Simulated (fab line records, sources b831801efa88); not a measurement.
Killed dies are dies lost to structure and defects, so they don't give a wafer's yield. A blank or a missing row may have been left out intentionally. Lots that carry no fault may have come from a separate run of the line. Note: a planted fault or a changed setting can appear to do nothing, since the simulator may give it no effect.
8D (eight disciplines) problem report, filled in by code || flow gf180mcu || the parts of the form that need people (team, actions taken, sign-off) are left out

1. WHAT WENT WRONG
Wafers free of any fault read 554.9 (standard deviation 2.1) for MVPSD_TW at GF_MVPSD_TW_MEAS_11, against a mean of 703.0 on 6 wafers of 2 lots. Measured from the usual mean, that is +71 standard deviations.
First observed at day 7 00:21: wafer L894.2, on film_metro-04. At this step, 42 wafers from 14 lots have a number in the record. The rule behind "out" and "out of limits": a value lying over 4 standard deviations away from the usual mean. All remaining wafers that have a number are taken as sound.

2. WHAT IT IS, WHAT IT ISN'T
{"question": "which readings at this step", "is": "MVPSD_TW", "is not": "-"}
{"question": "which lots", "is": "L894, L896", "is not": "L886, L887, L889, L890, L899, L900, L903, L905, L906, L907, L908, L909"}
{"question": "which wafers of those lots", "is": "all that have a number", "is not": "-"}
{"question": "read on which gauges", "is": "film_metro-04", "is not": "film_metro-01, film_metro-03"}
{"question": "when", "is": "from day 7 00:21", "is not": "up to then (12 sound wafers); but 24 sound wafers of L899, L900, L903, L905, L906, L907, L908, L909 came after"}

3. SUSPECTS, AND WHAT RULES EACH OUT
Counting: any tool at a process step up to the reading is kept as a suspect provided that every lot that is out went through it and no sound lot did after the first of them.
- the gauge at GF_MVPSD_TW_MEAS_11 has been ruled out. All the wafers that are out were read on film_metro-04, but those of them that GF_MVPSD_IMPLANT_09 has rows for are out there too, on other tools.
- implanter-02 at GF_MVPSD_IMPLANT_09: kept. All lots that are out passed through it, beginning with L894 at day 7 00:07, and no sound lot followed; its final sound lot before that point was L890 at day 6 02:02. Its own dose_ions_cm2, faraday_current_uA readings are out on those wafers.
The count leaves implanter-02 at GF_MVPSD_IMPLANT_09.

4. THE CAUSE (what the simulator had put in)
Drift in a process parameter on implanter-02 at GF_MVPSD_IMPLANT_09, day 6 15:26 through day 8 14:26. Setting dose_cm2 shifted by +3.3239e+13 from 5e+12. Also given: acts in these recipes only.
Only this tool survived the counting.

5. THE EFFECT CHAIN, in route order
Rows list readings where the struck wafers' mean (over those with a number) sits beyond 3 standard deviations from the usual. Scope: only readings with a usual standard deviation given in the record; hours: median across lots of the time from each lot's start at the first step in this table that gives one to its start at this step; sigmas: change in usual standard deviations.
{"hours": 0, "step": "GF_MVPSD_IMPLANT_09", "reading": "dose_ions_cm2", "usual": 5e+12, "on struck wafers": 4e+13, "change": "+3e+13", "sigmas": "+99 or more"}
{"hours": 0, "step": "GF_MVPSD_IMPLANT_09", "reading": "faraday_current_uA", "usual": 28.3, "on struck wafers": 217.3, "change": "+189.0", "sigmas": "+99 or more"}
{"hours": 0, "step": "GF_MVPSD_TW_MEAS_11", "reading": "MVPSD_TW", "usual": 554.9, "on struck wafers": 703.0, "change": "+148.1", "sigmas": "+71"}
{"hours": 66, "step": "GF_VT_IMPLANT_RS_MEAS_49", "reading": "MVPSD_RS", "usual": "1168.8 ohm/sq", "on struck wafers": 674.6, "change": -494.2, "sigmas": "-99 or more"}
Its process steps:
- GF_MVPSD_IMPLANT_09

6. WHAT WOULD HAVE CAUGHT IT SOONER
Counted from the fault's start at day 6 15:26, it took 9 hours until the first out-of-limits reading at a measuring or inspecting step in this record, taken at day 7 00:21.
Tool's own readings at GF_MVPSD_IMPLANT_09, dose_ions_cm2, faraday_current_uA: out on all struck wafers the step has rows for; an alarm limit on them would have tripped on the first.
L896, from the lots that are out (2), started GF_MVPSD_IMPLANT_09 on implanter-02 later than day 7 00:21. Holding the tool at that time would have saved it.
